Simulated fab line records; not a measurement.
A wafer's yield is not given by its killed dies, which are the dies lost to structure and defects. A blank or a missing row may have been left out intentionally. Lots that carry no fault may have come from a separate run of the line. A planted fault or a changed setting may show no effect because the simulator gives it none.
Which of the tools did it? :: flow gf180mcu :: 39 wafers from 13 lots sampled at 6 of the route's 602 steps

== WHAT THE GAUGES READ, wafer by wafer ==
GF_MVSD_OVL_MEAS_07. Usual: MVSD_OVL gives 0.1 nm (standard deviation 1.5).
lot: L257
measured: day 4 20:34
on: overlay-01
MVSD_OVL (nm): 0.3 -0.1 -0.2
flag: 

lot: L258
measured: day 4 21:26
on: overlay-01
MVSD_OVL (nm): 0.3 0.7 1.4
flag: 

lot: L259
measured: day 5 02:44
on: overlay-01
MVSD_OVL (nm): 0.9 -0.1 1.2
flag: 

lot: L261
measured: day 5 14:50
on: overlay-01
MVSD_OVL (nm): - - -
flag: OFF

lot: L263
measured: day 6 03:29
on: overlay-02
MVSD_OVL (nm): -2.7 -2.2 -0.2
flag: 

lot: L270
measured: day 7 14:34
on: overlay-02
MVSD_OVL (nm): 1.6 -0.2 -1.5
flag: 

lot: L271
measured: day 7 18:50
on: overlay-01
MVSD_OVL (nm): 1.6 0.0 2.0
flag: 

lot: L272
measured: day 8 02:40
on: overlay-01
MVSD_OVL (nm): 2.2 2.8 3.4
flag: 

lot: L273
measured: day 8 06:49
on: overlay-01
MVSD_OVL (nm): 1.3 0.8 -0.4
flag: 

lot: L274
measured: day 8 13:26
on: overlay-02
MVSD_OVL (nm): -0.1 -2.1 0.6
flag: 

lot: L275
measured: day 8 17:16
on: overlay-02
MVSD_OVL (nm): -0.4 -1.5 0.1
flag: 

lot: L277
measured: day 9 06:47
on: overlay-01
MVSD_OVL (nm): -1.2 2.2 1.3
flag: 

lot: L279
measured: day 9 17:58
on: overlay-02
MVSD_OVL (nm): -1.1 -0.5 -1.1
flag: 

GF_MVSD_TW_MEAS_11. Usual: MVSD_TW gives 1573 (standard deviation 8.8).
lot: L257
measured: day 4 21:01
on: filmMetro-02
MVSD_TW: 1585 1584 1578
flag: 

lot: L258
measured: day 4 21:52
on: filmMetro-02
MVSD_TW: 1588 1592 1582
flag: 

lot: L259
measured: day 5 03:10
on: filmMetro-02
MVSD_TW: 1586 1590 1575
flag: 

lot: L261
measured: day 5 15:16
on: filmMetro-03
MVSD_TW: 30 30 30
flag: OFF

lot: L263
measured: day 6 03:55
on: filmMetro-01
MVSD_TW: 1557 1565 1566
flag: 

lot: L270
measured: day 7 14:59
on: filmMetro-02
MVSD_TW: 1576 1586 1574
flag: 

lot: L271
measured: day 7 19:17
on: filmMetro-03
MVSD_TW: 1575 1571 1564
flag: 

lot: L272
measured: day 8 03:07
on: filmMetro-02
MVSD_TW: 1570 1581 1575
flag: 

lot: L273
measured: day 8 07:14
on: filmMetro-01
MVSD_TW: 1575 1572 1565
flag: 

lot: L274
measured: day 8 13:52
on: filmMetro-01
MVSD_TW: 1563 1559 1570
flag: 

lot: L275
measured: day 8 17:41
on: filmMetro-02
MVSD_TW: 1575 1580 1586
flag: 

lot: L277
measured: day 9 07:14
on: filmMetro-03
MVSD_TW: 1569 1565 1573
flag: 

lot: L279
measured: day 9 18:25
on: filmMetro-03
MVSD_TW: 1576 1578 1570
flag: 

GF_MVPSD_OVL_MEAS_07. Usual: MVPSD_OVL gives -0.3 nm (standard deviation 1.3).
lot: L257
measured: day 5 11:29
on: overlay-01
MVPSD_OVL (nm): -1.5 0.8 0.7
flag: 

lot: L258
measured: day 5 12:22
on: overlay-01
MVPSD_OVL (nm): -4.0 -2.7 -0.1
flag: 

lot: L259
measured: day 5 17:19
on: overlay-02
MVPSD_OVL (nm): 1.5 2.8 1.7
flag: 

lot: L261
measured: day 6 06:04
on: overlay-02
MVPSD_OVL (nm): -1.7 0.2 -1.6
flag: 

lot: L263
measured: day 6 19:35
on: overlay-01
MVPSD_OVL (nm): 1.0 0.0 2.9
flag: 

lot: L270
measured: day 8 07:28
on: overlay-01
MVPSD_OVL (nm): 0.1 0.7 0.8
flag: 

lot: L271
measured: day 8 11:31
on: overlay-02
MVPSD_OVL (nm): -1.3 -1.8 -1.7
flag: 

lot: L272
measured: day 8 19:05
on: overlay-01
MVPSD_OVL (nm): -0.4 0.8 -2.1
flag: 

lot: L273
measured: day 9 00:01
on: overlay-02
MVPSD_OVL (nm): 0.0 0.0 -1.2
flag: 

lot: L274
measured: day 9 06:41
on: overlay-02
MVPSD_OVL (nm): -1.4 -1.0 -0.6
flag: 

lot: L275
measured: day 9 10:10
on: overlay-02
MVPSD_OVL (nm): 0.1 -1.3 -1.2
flag: 

lot: L277
measured: day 9 23:55
on: overlay-02
MVPSD_OVL (nm): 1.3 0.3 0.5
flag: 

lot: L279
measured: day 10 11:38
on: overlay-01
MVPSD_OVL (nm): -1.8 0.4 -0.3
flag: 

GF_MVPSD_TW_MEAS_11. Usual: MVPSD_TW gives 551 (standard deviation 3.2).
lot: L257
measured: day 5 11:56
on: filmMetro-02
MVPSD_TW: 554 558 558
flag: 

lot: L258
measured: day 5 12:49
on: filmMetro-01
MVPSD_TW: 543 546 546
flag: 

lot: L259
measured: day 5 17:45
on: filmMetro-03
MVPSD_TW: 546 548 547
flag: 

lot: L261
measured: day 6 06:30
on: filmMetro-02
MVPSD_TW: 1609 1595 1591
flag: OFF

lot: L263
measured: day 6 20:01
on: filmMetro-01
MVPSD_TW: 547 549 547
flag: 

lot: L270
measured: day 8 07:54
on: filmMetro-02
MVPSD_TW: 553 553 552
flag: 

lot: L271
measured: day 8 11:58
on: filmMetro-02
MVPSD_TW: 553 551 551
flag: 

lot: L272
measured: day 8 19:31
on: filmMetro-03
MVPSD_TW: 551 551 550
flag: 

lot: L273
measured: day 9 00:26
on: filmMetro-03
MVPSD_TW: 552 551 553
flag: 

lot: L274
measured: day 9 07:07
on: filmMetro-02
MVPSD_TW: 554 552 554
flag: 

lot: L275
measured: day 9 10:36
on: filmMetro-02
MVPSD_TW: 552 554 555
flag: 

lot: L277
measured: day 10 00:22
on: filmMetro-03
MVPSD_TW: 549 549 549
flag: 

lot: L279
measured: day 10 12:04
on: filmMetro-03
MVPSD_TW: 550 548 550
flag: 

GF_VT_IMPLANT_OVL_MEAS_18. Usual: VT_IMPLANT_01_OVL gives -1.3 nm (standard deviation 1.7).
lot: L257
measured: day 6 17:40
on: overlay-01
VT_IMPLANT_01_OVL (nm): -3.1 -3.8 -2.8
flag: 

lot: L258
measured: day 6 18:13
on: overlay-02
VT_IMPLANT_01_OVL (nm): 1.6 0.8 1.4
flag: 

lot: L259
measured: day 7 00:07
on: overlay-02
VT_IMPLANT_01_OVL (nm): -3.7 -2.6 -2.1
flag: 

lot: L261
measured: day 7 13:34
on: overlay-02
VT_IMPLANT_01_OVL (nm): -2.3 -2.9 -3.2
flag: 

lot: L263
measured: day 8 02:59
on: overlay-02
VT_IMPLANT_01_OVL (nm): 0.8 -1.8 0.0
flag: 

lot: L270
measured: day 9 17:37
on: overlay-02
VT_IMPLANT_01_OVL (nm): -4.6 -5.7 -4.3
flag: 

lot: L271
measured: day 9 21:56
on: overlay-02
VT_IMPLANT_01_OVL (nm): -0.5 -2.8 0.6
flag: 

lot: L272
measured: day 10 04:34
on: overlay-02
VT_IMPLANT_01_OVL (nm): -3.1 -2.4 -2.3
flag: 

lot: L273
measured: day 10 10:46
on: overlay-01
VT_IMPLANT_01_OVL (nm): -1.9 1.5 -1.0
flag: 

lot: L274
measured: day 10 18:05
on: overlay-01
VT_IMPLANT_01_OVL (nm): -2.7 -2.2 -1.0
flag: 

lot: L275
measured: day 10 21:19
on: overlay-01
VT_IMPLANT_01_OVL (nm): 2.9 0.4 1.3
flag: 

lot: L277
measured: day 11 13:05
on: overlay-01
VT_IMPLANT_01_OVL (nm): -2.1 -2.0 -2.4
flag: 

lot: L279
measured: day 12 00:31
on: overlay-01
VT_IMPLANT_01_OVL (nm): -0.2 -1.7 -1.3
flag: 

== WHAT TOOL EACH LOT RAN ON (gives the tool, then ch and the chambers of the sampled wafers, and finally the start) ==
lot: L257
GF_MVSD_EXPOSE_04: ilineStepper-01 ch 0, day 4 13:41

lot: L258
GF_MVSD_EXPOSE_04: ilineStepper-02 ch 0, day 4 15:07

lot: L259
GF_MVSD_EXPOSE_04: ilineStepper-01 ch 0, day 4 20:05

lot: L261
GF_MVSD_EXPOSE_04: ilineStepper-01 ch 0, day 5 08:15

lot: L263
GF_MVSD_EXPOSE_04: ilineStepper-01 ch 0, day 5 20:25

lot: L270
GF_MVSD_EXPOSE_04: ilineStepper-01 ch 0, day 7 06:44

lot: L271
GF_MVSD_EXPOSE_04: ilineStepper-01 ch 0, day 7 11:12

lot: L272
GF_MVSD_EXPOSE_04: ilineStepper-01 ch 0, day 7 18:25

lot: L273
GF_MVSD_EXPOSE_04: ilineStepper-01 ch 0, day 7 22:55

lot: L274
GF_MVSD_EXPOSE_04: ilineStepper-02 ch 0, day 8 05:44

lot: L275
GF_MVSD_EXPOSE_04: ilineStepper-01 ch 0, day 8 09:31

lot: L277
GF_MVSD_EXPOSE_04: ilineStepper-01 ch 0, day 8 23:13

lot: L279
GF_MVSD_EXPOSE_04: ilineStepper-02 ch 0, day 9 09:15
- GF_MVSD_EXPOSE_04: exposes mask MVSD, target cd 1000 nm.

== AS READ BY THE TOOLS THEMSELVES (means over the sampled wafers that have a number; for cases with no such wafer, the mark the record gives instead) ==
The record holds no such reading with a usual standard deviation.

== THE ANSWER, worked out from the rows above alone ==
Rule: take the mean of a lot's wafers that have a number; if it is more than 3 standard deviations from the usual mean, the lot is off. Also off: a lot with no number at a reading for which 4 or more lots have one. Any other lot the step has rows for is counted as sound. First the gauges in route order, then the tools' own readings, where a lot's mean is used as printed above. The first step at which some lot is off is used, and at that step the reading that is off furthest; a lot without a number counts as furthest.
Off: L261, seen at GF_MVSD_OVL_MEAS_07 (MVSD_OVL). Without a number there: L261.
A tool fits if, at a process step before that reading, it ran every lot that is off, and no sound lot after the first of them. Not tried: the gauges at GF_MVSD_OVL_MEAS_07; whatever is off there is also off at GF_MVSD_TW_MEAS_11, on other tools, and gauge error can't account for it. None of those tried fits.

== WHAT THE SIMULATOR HAD PUT IN ==
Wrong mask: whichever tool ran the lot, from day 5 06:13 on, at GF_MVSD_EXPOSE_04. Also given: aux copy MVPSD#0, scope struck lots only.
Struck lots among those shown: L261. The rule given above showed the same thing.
